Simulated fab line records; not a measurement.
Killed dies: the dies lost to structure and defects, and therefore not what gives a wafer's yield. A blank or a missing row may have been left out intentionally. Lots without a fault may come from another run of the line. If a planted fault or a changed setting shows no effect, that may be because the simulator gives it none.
fab line records -- flow sky130
record lots=6, wafers=18, last_day=50
route steps=708 shown LDD_P@263 LDD_HVN@267 PAD_OPEN@708
lots that met no fault: from a run of the same line without faults
start_h: the number of hours between the record's first day and the start of the first shown wafer of the lot -- wait_h: how many hours have passed since the lot's step before this one -- " as in the row above -- L1.1+2: several wafers, shown together as one row -- - no value, or no start was given -- * or withheld: withheld -- < > ~ a bound
route shown NAME@n: names a module that has steps shown in the file, with the first one's number in the route -- usual: mean/standard deviation of fault-free wafers -- same: alike in all rows -- chamber/n: place in a boat -- sites: per-site readings -- _std_site: standard deviation across them -- _edge_site: the outer-site mean with the inner-site mean subtracted -- radius_mm: how far each site lies from the wafer's centre -- mask NAME#n: copy n -- behind: the most recent tool/chamber to have shaped the wafer -- hold: what put the lot on hold/how long, in hours/how the hold closed -- device: names the non-switching transistor (n, p or np) -- end of line: tests of these same wafers at the route's end -- a step with no rows: only its recipe -- killed: dies lost to structure and defects at the first sort, not the wafer's yield -- map: the dies of a wafer, with x for killed, . for not killed, _ for no die there
set.NAME: the setting the step ran with; set.NAME@STEP: the setting that earlier step ran with -- model.NAME: the simulator's own value behind a step, which no gauge read
certain route steps with their lots: each step a table, each wafer a row
services: from which hour (start_h, from the record's first day; less than 0 if before it) a tool's chamber was out of use, for how many hours, and why
## steps
# step SKY_LDD_P_OVL_MEAS_08
# usual LDD_P_OVL=-0.8/1.1
lot.wafer,tool,chamber,start_h,wait_h,LDD_P_OVL[nm]
L859.1,overlay-01,-,446.54,0.1,-1.1
L859.2,overlay-01,-,446.54,0.1,-1.3
L859.4,overlay-01,-,446.54,0.1,-1.3
L862.1,overlay-02,-,477.33,0.1,0.1
L862.3,overlay-02,-,477.33,0.1,0.3
L862.4,overlay-02,-,477.33,0.1,0.9
L864.2,overlay-01,-,497.63,0.1,-1.2
L864.3,overlay-01,-,497.63,0.1,-2.2
L864.4,overlay-01,-,497.63,0.1,-1.8
L876.2,overlay-01,-,599.18,0.1,-0.1
L876.4,overlay-01,-,599.18,0.1,-2.9
L876.5,overlay-01,-,599.18,0.1,-0.7
L880.2,overlay-02,-,635.33,0.1,0.1
L880.3,overlay-02,-,635.33,0.1,-0.2
L880.6,overlay-02,-,635.33,0.1,0.1
L879.3,overlay-02,-,636.62,0.1,0.9
L879.5,overlay-02,-,636.62,0.1,-0.1
L879.6,overlay-02,-,636.62,0.1,0.0
# step SKY_LDD_P_IMPLANT_09
# recipe species=BF2, energy_kev=25, dose_cm2=1e+13, tilt_deg=withheld
# step SKY_LDD_P_STRIP_10
# recipe chemistry=O2/N2, power_w=1400, pressure_mtorr=1500, platen_temp_c=withheld, o2_flow_sccm=3000, n2_flow_sccm=300, overash_fraction=0.5
# usual drypump_motor_current_A=5.7/0.39, oes_product_au=0.716/0.0047, strip_time_to_endpoint_s=14.19/0.043
lot.wafer,tool,chamber,start_h,wait_h,drypump_motor_current_A,oes_product_au,rf_hours_counter_h,strip_time_to_endpoint_s
L859.1,plasma_asher-02,1,446.72,0.1,5.8,0.715,62,14.14
L859.2,plasma_asher-02,0,446.72,0.1,5.7,0.716,62,14.14
L859.4,plasma_asher-02,0,446.72,0.1,5.7,0.718,-,14.17
L862.1,plasma_asher-04,1,477.51,0.1,6.3,0.722,5,14.18
L862.3,plasma_asher-04,0,477.51,0.1,5.9,0.722,-,14.17
L862.4,plasma_asher-04,1,477.51,0.1,6.2,0.721,-,14.17
L864.2,plasma_asher-02,0,497.81,0.1,5.7,0.726,67,14.18
L864.3,plasma_asher-02,0,497.81,0.1,5.7,0.711,-,14.22
L864.4,plasma_asher-02,1,497.81,0.1,5.8,0.722,-,14.23
L876.2,plasma_asher-04,0,599.36,0.1,5.8,0.708,17,14.20
L876.4,plasma_asher-04,0,599.36,0.1,5.8,0.706,-,14.21
L876.5,plasma_asher-04,1,599.36,0.1,6.3,0.715,-,14.22
L880.2,plasma_asher-04,0,635.51,0.1,5.9,0.712,20,14.17
L880.3,plasma_asher-04,1,635.51,0.1,6.2,0.717,-,14.19
L880.6,plasma_asher-04,0,635.51,0.1,5.9,0.710,-,14.21
L879.3,plasma_asher-04,1,636.82,0.1,6.2,0.716,-,14.15
L879.5,plasma_asher-04,1,636.82,0.1,6.2,0.715,-,14.15
L879.6,plasma_asher-04,0,636.82,0.1,5.8,0.714,-,14.16
# step SKY_LDD_P_TW_MEAS_11
# usual LDD_P_TW=637/3.4
lot.wafer,tool,chamber,start_h,wait_h,LDD_P_TW
L859.1,film_metro-01,-,446.82,0.1,643
L859.2,film_metro-01,-,446.82,0.1,636
L859.4,film_metro-01,-,446.82,0.1,642
L862.1,film_metro-01,-,477.61,0.1,640
L862.3,film_metro-01,-,477.61,0.1,641
L862.4,film_metro-01,-,477.61,0.1,640
L864.2,film_metro-02,-,497.92,0.1,636
L864.3,film_metro-02,-,497.92,0.1,631
L864.4,film_metro-02,-,497.92,0.1,628
L876.2,film_metro-02,-,599.47,0.1,634
L876.4,film_metro-02,-,599.47,0.1,637
L876.5,film_metro-02,-,599.47,0.1,632
L880.2,film_metro-01,-,635.62,0.1,640
L880.3,film_metro-01,-,635.62,0.1,638
L880.6,film_metro-01,-,635.62,0.1,640
L879.3,film_metro-02,-,636.91,0.1,639
L879.5,film_metro-02,-,636.91,0.1,636
L879.6,film_metro-02,-,636.91,0.1,637
# step SKY_LDD_HVN_DEHYDRATE_00
# recipe temp_c=200, time_s=60
# step SKY_LDD_HVN_HMDS_01
# recipe prime_time_s=60, prime_temp_c=120
# step SKY_LDD_HVN_COAT_02
# recipe resist=NOVOLAK, spin_rpm=3000, resist_thk_nm=300
# step SKY_LDD_HVN_SOFTBAKE_03
# recipe temp_c=90, time_s=60, resist=NOVOLAK
# step SKY_LDD_HVN_EXPOSE_04
# recipe mask_id=HVNTM, na=0.6, source_shape=conventional, sigma_outer=0.6, polarization=unpolarized, target_cd_nm=700, dose_mj=127
# step SKY_LDD_HVN_PEB_05
# recipe temp_c=withheld, time_s=*, resist=NOVOLAK
# step SKY_LDD_HVN_DEVELOP_06
# recipe resist=NOVOLAK, developer=TMAH, develop_time_s=60, dev_temp_c=23
# step SKY_LDD_HVN_OVL_MEAS_07
# usual LDD_HVN_OVL=0.3/1.8
lot.wafer,tool,chamber,start_h,wait_h,LDD_HVN_OVL[nm]
L859.1,overlay-01,-,476.91,0.1,2.3
L859.2,overlay-01,-,476.91,0.1,1.6
L859.4,overlay-01,-,476.91,0.1,2.1
L862.1,overlay-01,-,507.76,0.1,-0.9
L862.3,overlay-01,-,507.76,0.1,-0.3
L862.4,overlay-01,-,507.76,0.1,0.2
L864.2,overlay-01,-,528.21,0.1,-0.6
L864.3,overlay-01,-,528.21,0.1,-2.8
L864.4,overlay-01,-,528.21,0.1,-3.0
L876.2,overlay-02,-,628.37,0.1,3.3
L876.4,overlay-02,-,628.37,0.1,5.2
L876.5,overlay-02,-,628.37,0.1,4.0
L880.2,overlay-02,-,664.31,0.1,-1.6
L880.3,overlay-02,-,664.31,0.1,-1.8
L880.6,overlay-02,-,664.31,0.1,-1.4
L879.3,overlay-02,-,665.52,0.1,-1.6
L879.5,overlay-02,-,665.52,0.1,2.2
L879.6,overlay-02,-,665.52,0.1,1.0
# step SKY_LDD_HVN_IMPLANT_08
# recipe species=P, energy_kev=60, dose_cm2=3e+13, tilt_deg=40
# usual beam_energy_keV=59.998/0.019, beam_on_s=9.98/0.21, end_station_pressure_torr=5.14e-06/2.5e-07
# same implant_ion_amu=31
lot.wafer,tool,chamber,start_h,wait_h,beam_energy_keV,beam_on_s,end_station_pressure_torr,model.implant.rp_nm,model.implant.drp_nm
L859.1,implanter-04,0,476.95,0.0,59.984,9.93,4.84e-06,54.72,28.15
L859.2,implanter-04,0,476.95,0.0,60.003,10.12,4.96e-06,54.72,28.15
L859.4,implanter-04,0,476.95,0.0,59.998,9.97,4.75e-06,54.72,28.15
L862.1,implanter-03,0,507.80,0.0,60.016,9.74,5.25e-06,56.59,28.15
L862.3,implanter-03,0,507.80,0.0,60.005,9.51,5.18e-06,56.59,28.15
L862.4,implanter-03,0,507.80,0.0,59.985,10.30,5.09e-06,56.59,28.15
L864.2,implanter-04,0,528.27,0.0,60.002,9.71,5.24e-06,55.05,28.15
L864.3,implanter-04,0,528.27,0.0,60.000,9.93,5.13e-06,55.05,28.15
L864.4,implanter-04,0,528.27,0.0,60.020,10.07,5.27e-06,55.05,28.15
L876.2,implanter-03,0,628.42,0.0,48.240,10.32,4.99e-06,44.34,23.41
L876.4,implanter-03,0,628.42,0.0,48.233,9.96,5.17e-06,44.34,23.41
L876.5,implanter-03,0,628.42,0.0,48.246,9.56,4.96e-06,44.34,23.41
L880.2,implanter-04,0,664.37,0.0,60.008,9.98,5.14e-06,56.96,28.15
L880.3,implanter-04,0,664.37,0.0,59.989,9.94,5.15e-06,56.96,28.15
L880.6,implanter-04,0,664.37,0.0,60.013,10.15,5.64e-06,56.96,28.15
L879.3,implanter-03,0,665.59,0.1,48.221,9.90,5.47e-06,44.99,23.41
L879.5,implanter-03,0,665.59,0.1,48.242,9.85,5.88e-06,44.99,23.41
L879.6,implanter-03,0,665.59,0.1,48.196,10.11,5.09e-06,44.99,23.41
# step SKY_LDD_HVN_STRIP_09
# recipe chemistry=O2/N2, power_w=1400, pressure_mtorr=1500, platen_temp_c=withheld, o2_flow_sccm=3000, n2_flow_sccm=300, overash_fraction=0.5
# usual drypump_motor_current_A=5.7/0.36, oes_product_au=0.409/0.0045, strip_time_to_endpoint_s=4.134/0.015
lot.wafer,tool,chamber,start_h,wait_h,drypump_motor_current_A,oes_product_au,rf_hours_counter_h,strip_time_to_endpoint_s
L859.1,plasma_asher-04,0,477.10,0.1,5.9,0.411,5,4.140
L859.2,plasma_asher-04,1,477.10,0.1,6.3,0.407,5,4.147
L859.4,plasma_asher-04,0,477.10,0.1,5.8,0.405,-,4.136
L862.1,plasma_asher-04,1,507.95,0.1,6.3,0.409,8,4.146
L862.3,plasma_asher-04,0,507.95,0.1,5.9,0.416,-,4.169
L862.4,plasma_asher-04,1,507.95,0.1,6.3,0.413,-,4.145
L864.2,plasma_asher-04,1,528.39,0.1,6.2,0.407,10,4.128
L864.3,plasma_asher-04,1,528.39,0.1,6.2,0.407,-,4.131
L864.4,plasma_asher-04,0,528.39,0.1,5.8,0.409,-,4.115
L876.2,plasma_asher-04,0,628.55,0.1,5.8,0.404,20,4.127
L876.4,plasma_asher-04,1,628.55,0.1,6.3,0.411,-,4.115
L876.5,plasma_asher-04,0,628.55,0.1,5.8,0.406,-,4.138
L880.2,plasma_asher-01,0,664.49,0.1,5.1,0.409,97,4.148
L880.3,plasma_asher-01,0,664.49,0.1,5.1,0.413,-,4.126
L880.6,plasma_asher-01,1,664.49,0.1,5.5,0.412,-,4.147
L879.3,plasma_asher-02,0,665.73,0.1,5.7,0.415,-,4.144
L879.5,plasma_asher-02,1,665.73,0.1,5.8,0.415,-,4.144
L879.6,plasma_asher-02,0,665.73,0.1,5.7,0.408,-,4.163
# step SKY_LDD_HVN_TW_MEAS_10
# usual LDD_HVN_TW=1433/14
lot.wafer,tool,chamber,start_h,wait_h,hold,LDD_HVN_TW
L859.1,film_metro-04,-,477.20,0.1,-,1423
L859.2,film_metro-04,-,477.20,0.1,-,1424
L859.4,film_metro-04,-,477.20,0.1,-,1422
L862.1,film_metro-04,-,508.05,0.1,-,1423
L862.3,film_metro-04,-,508.05,0.1,-,1422
L862.4,film_metro-04,-,508.05,0.1,-,1430
L864.2,film_metro-04,-,528.50,0.1,-,1413
L864.3,film_metro-04,-,528.50,0.1,-,1418
L864.4,film_metro-04,-,528.50,0.1,-,1414
L876.2,film_metro-01,-,628.66,0.1,await_dispo/0.2h/release,1376
L876.4,film_metro-01,-,628.66,0.1,await_dispo/0.2h/release,1368
L876.5,film_metro-01,-,628.66,0.1,await_dispo/0.2h/release,1370
L876.2,film_metro-01,-,628.89,0.2,-,1367
L876.4,film_metro-01,-,628.89,0.2,-,1372
L876.5,film_metro-01,-,628.89,0.2,-,1373
L880.2,film_metro-04,-,664.60,0.1,-,1422
L880.3,film_metro-04,-,664.60,0.1,-,1415
L880.6,film_metro-04,-,664.60,0.1,-,1418
L879.3,film_metro-04,-,665.81,0.1,await_dispo/0.2h/release,1349
L879.5,film_metro-04,-,665.81,0.1,await_dispo/0.2h/release,1342
L879.6,film_metro-04,-,665.81,0.1,await_dispo/0.2h/release,1348
L879.3,film_metro-04,-,666.04,0.2,-,1345
L879.5,film_metro-04,-,666.04,0.2,-,1344
L879.6,film_metro-04,-,666.04,0.2,-,1344
# step SKY_PAD_OPEN_PROBE_99
# usual killed_at_M0_to_M3=44/6.5, killed_at_M4_up=3.3/1.7, killed_at_contacts=25/5.3, killed_at_front_end=15/5, killed_at_other=0.2/0.47, killed_dies=87/9.9, killed_open=47/8, killed_short=39/6.1
# same gross_dies=492, killed_at_back_side=0
lot.wafer,tool,chamber,start_h,wait_h,killed_at_M0_to_M3,killed_at_M4_up,killed_at_contacts,killed_at_front_end,killed_at_other,killed_dies,killed_open,killed_short,model.etest.tip_n_5v.rs_ohm_sq,model.etest.nfet_g5v0d10v5.r_on_ohm_um,model.etest.nfet_g5v0d10v5.drive_ua_um,model.etest.nfet_g5v0d10v5.vt_sat_v,model.etest.nfet_g5v0d10v5.vt_v
L859.1,prober-01,-,1085.73,0.1,37,4,31,8,0,80,46,34,1415,1893,604.1,0.7691,0.8252
L859.2,prober-01,-,1085.78,0.1,37,3,21,14,1,76,35,41,1418,1921,591.9,0.7766,0.8327
L859.4,prober-01,-,1085.88,0.2,35,4,15,7,1,62,36,26,1412,1885,598.6,0.7748,0.8293
L862.1,prober-02,-,1105.78,0.1,44,4,22,17,0,87,45,42,1367,1894,595.6,0.7597,0.819
L862.3,prober-02,-,1105.88,0.2,46,3,27,18,1,95,52,43,1354,1871,609.2,0.7407,0.8084
L862.4,prober-02,-,1105.93,0.2,56,5,19,23,0,103,57,46,1364,1890,604.1,0.7591,0.8216
L864.3,prober-02,-,1116.51,0.2,52,6,37,18,0,113,73,40,1404,1902,598.7,0.7551,0.8135
L864.4,prober-02,-,1116.56,0.2,57,5,32,18,0,112,51,61,1411,1892,612.2,0.755,0.8099
L876.2,prober-02,-,1182.82,0.1,36,6,21,14,0,77,35,42,1520,1906,600.4,0.7706,0.8216
L876.4,prober-02,-,1182.92,0.2,38,4,27,15,0,84,45,39,1526,1939,592.2,0.7775,0.8276
L876.5,prober-02,-,1182.97,0.2,42,4,21,18,1,86,44,42,1521,1929,594,0.7771,0.8257
L880.2,prober-02,-,1200.44,0.1,40,4,25,11,0,80,43,37,1375,1843,621,0.7608,0.8187
L880.3,prober-02,-,1200.49,0.2,49,4,28,25,0,106,54,52,1389,1893,612.4,0.7613,0.8156
L880.6,prober-02,-,1200.64,0.2,43,4,19,7,0,73,44,29,1387,1850,618.7,0.7673,0.8229
L879.3,prober-02,-,1203.73,0.2,39,1,24,18,0,82,46,36,1524,1872,614.5,0.7731,0.8198
L879.5,prober-02,-,1203.83,0.2,31,6,36,12,0,85,55,30,1530,1919,598.2,0.7876,0.8341
L879.6,prober-02,-,1203.88,0.2,32,2,25,7,0,66,36,30,1534,1918,592.7,0.7822,0.8322
# killed by level:class
L859.1 CONTACT:geometric_particle:open=14 LI_CONTACT:geometric_particle:open=8 VIA1:geometric_particle:open=7 METAL1:geometric_particle:short=6 CONTACT:geometric_particle:short=5 VIA2:geometric_particle:open=5 VIA3:geometric_particle:open=5 POLY_GATE:geometric_particle:short=4
L859.2 VIA1:geometric_particle:open=9 LI_CONTACT:geometric_particle:open=7 VIA3:geometric_particle:short=5 LOCAL_INTERCONNECT:geometric_particle:short=5 METAL1:geometric_particle:short=5 VIA1:geometric_particle:short=5 POLY_GATE:geometric_particle:short=4 VIA3:geometric_particle:open=4
L859.4 CONTACT:geometric_particle:open=8 VIA1:geometric_particle:open=7 VIA3:geometric_particle:open=6 METAL1:geometric_particle:short=5 VIA2:geometric_particle:open=5 POLY_GATE:geometric_particle:open=3 LI_CONTACT:geometric_particle:short=3 VIA1:geometric_particle:short=3
L862.1 VIA1:geometric_particle:open=10 CONTACT:geometric_particle:open=7 VIA3:geometric_particle:open=7 VIA2:geometric_particle:open=6 POLY_GATE:geometric_particle:short=5 LI_CONTACT:geometric_particle:open=5 METAL2:geometric_particle:short=5 POLY_GATE:geometric_particle:open=4
L862.3 VIA1:geometric_particle:open=16 LOCAL_INTERCONNECT:geometric_particle:short=8 CONTACT:geometric_particle:open=8 VIA3:geometric_particle:open=8 POLY_GATE:geometric_particle:open=5 VIA1:geometric_particle:short=5 METAL2:geometric_particle:short=5 METAL3:geometric_particle:short=5
L862.4 VIA1:geometric_particle:open=20 CONTACT:geometric_particle:open=9 POLY_GATE:geometric_particle:short=6 VIA3:geometric_particle:open=6 VIA1:geometric_particle:short=6 VIA2:geometric_particle:open=6 FIELD_ISO:geometric_particle:short=5 VIA2:geometric_particle:short=5
L864.3 CONTACT:geometric_particle:open=16 VIA1:geometric_particle:open=12 LI_CONTACT:geometric_particle:open=11 VIA3:geometric_particle:open=9 VIA1:geometric_particle:short=8 METAL1:geometric_particle:short=8 CONTACT:geometric_particle:short=5 VIA2:geometric_particle:open=5
L864.4 CONTACT:geometric_particle:open=10 CONTACT:geometric_particle:short=9 VIA1:geometric_particle:short=9 VIA1:geometric_particle:open=8 VIA3:geometric_particle:short=8 LI_CONTACT:geometric_particle:open=7 VIA2:geometric_particle:open=7 FIELD_ISO:geometric_particle:open=6
L876.2 CONTACT:geometric_particle:open=8 VIA1:geometric_particle:open=6 FIELD_ISO:geometric_particle:short=5 VIA2:geometric_particle:short=5 VIA1:geometric_particle:short=5 VIA3:geometric_particle:open=5 LI_CONTACT:geometric_particle:open=4 METAL1:geometric_particle:short=4
L876.4 CONTACT:geometric_particle:open=11 LI_CONTACT:geometric_particle:open=8 METAL2:geometric_particle:short=8 VIA1:geometric_particle:open=6 CONTACT:geometric_particle:short=5 VIA2:geometric_particle:open=5 FIELD_ISO:geometric_particle:short=4 POLY_GATE:geometric_particle:open=4
L876.5 CONTACT:geometric_particle:open=9 VIA2:geometric_particle:open=8 VIA1:geometric_particle:short=7 VIA3:geometric_particle:open=7 VIA1:geometric_particle:open=6 FIELD_ISO:geometric_particle:short=5 LOCAL_INTERCONNECT:geometric_particle:short=5 FIELD_ISO:geometric_particle:open=4
L880.2 VIA1:geometric_particle:open=10 CONTACT:geometric_particle:open=8 LI_CONTACT:geometric_particle:open=6 LOCAL_INTERCONNECT:geometric_particle:short=5 METAL1:geometric_particle:short=4 VIA1:geometric_particle:short=4 VIA2:geometric_particle:open=4 VIA3:geometric_particle:open=4
L880.3 CONTACT:geometric_particle:open=12 VIA1:geometric_particle:open=11 FIELD_ISO:geometric_particle:open=7 POLY_GATE:geometric_particle:short=7 VIA2:geometric_particle:short=6 FIELD_ISO:geometric_particle:short=5 POLY_GATE:geometric_particle:open=5 LOCAL_INTERCONNECT:geometric_particle:short=5
L880.6 VIA1:geometric_particle:open=14 CONTACT:geometric_particle:open=8 CONTACT:geometric_particle:short=5 VIA2:geometric_particle:open=5 VIA1:geometric_particle:short=4 METAL2:geometric_particle:short=4 FIELD_ISO:geometric_particle:open=3 METAL1:geometric_particle:short=3
L879.3 CONTACT:geometric_particle:open=13 VIA2:geometric_particle:open=8 FIELD_ISO:geometric_particle:short=7 VIA3:geometric_particle:open=7 METAL1:geometric_particle:short=6 METAL2:geometric_particle:short=6 VIA1:geometric_particle:open=5 LI_CONTACT:geometric_particle:open=4
L879.5 CONTACT:geometric_particle:open=20 VIA3:geometric_particle:open=9 LI_CONTACT:geometric_particle:open=8 VIA2:geometric_particle:open=6 FIELD_ISO:geometric_particle:short=5 CONTACT:geometric_particle:short=5 VIA1:geometric_particle:open=5 METAL4:geometric_particle:short=5
L879.6 CONTACT:geometric_particle:open=9 VIA3:geometric_particle:open=7 LI_CONTACT:geometric_particle:open=6 METAL3:geometric_particle:short=6 LOCAL_INTERCONNECT:geometric_particle:short=5 VIA1:geometric_particle:open=5 VIA2:geometric_particle:short=4 VIA2:geometric_particle:open=4
## services
tool,chamber,start_h,hours,kind
plasma_asher-04,0,430.25,-,clean
plasma_asher-04,1,430.25,-,clean
implanter-03,-,432.76,3.8,pm
implanter-04,-,504.85,3.1,repair
implanter-04,-,549.85,1.4,repair
implanter-04,-,555.72,1.2,repair
plasma_asher-01,-,559.89,14.6,pm
plasma_asher-04,-,578.12,1.9,repair
implanter-04,-,597.13,3.2,pm
plasma_asher-04,-,599.83,4.3,repair
implanter-04,-,614.11,2.9,repair
plasma_asher-02,-,627.12,15.6,pm
## key
first_sign step=SKY_LDD_HVN_IMPLANT_08, reading=beam_energy_keV, direction=down, sigmas=99+, usual=*, struck=*
effect step=SKY_LDD_HVN_TW_MEAS_10, reading=visit, direction=added
effect step=SKY_LDD_HVN_TW_MEAS_10, reading=LDD_HVN_TW, direction=down, sigmas=5.4, usual=1433, struck=1359
model_effect step=SKY_LDD_HVN_IMPLANT_08, value=implant.rp_nm, without=55.7, struck=44.67
model_effect step=SKY_PAD_OPEN_PROBE_99, value=etest.tip_n_5v.rs_ohm_sq, without=1377, struck=1526
met_at SKY_LDD_HVN_IMPLANT_08
struck_wafers L876.2,L876.4,L876.5,L879.3,L879.5,L879.6
tester_left_out L876,L879
onset_between 507.80 628.42
fault kind=process_parameter_drift, tool=implanter-03, chamber=-, onset_h=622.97, steps=SKY_LDD_HVN_IMPLANT_08, channel=energy_kev, offset=*, shape=step, end_h=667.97, acts_in=*, stated=*
# tester_left_out: of these lots the tester's yield and bins aren't shown, on N5 and GAA mostly nor the transistor test; their killed dies are dies lost to structure and defects alone, not to doping, threshold or leakage, so they don't give the yield
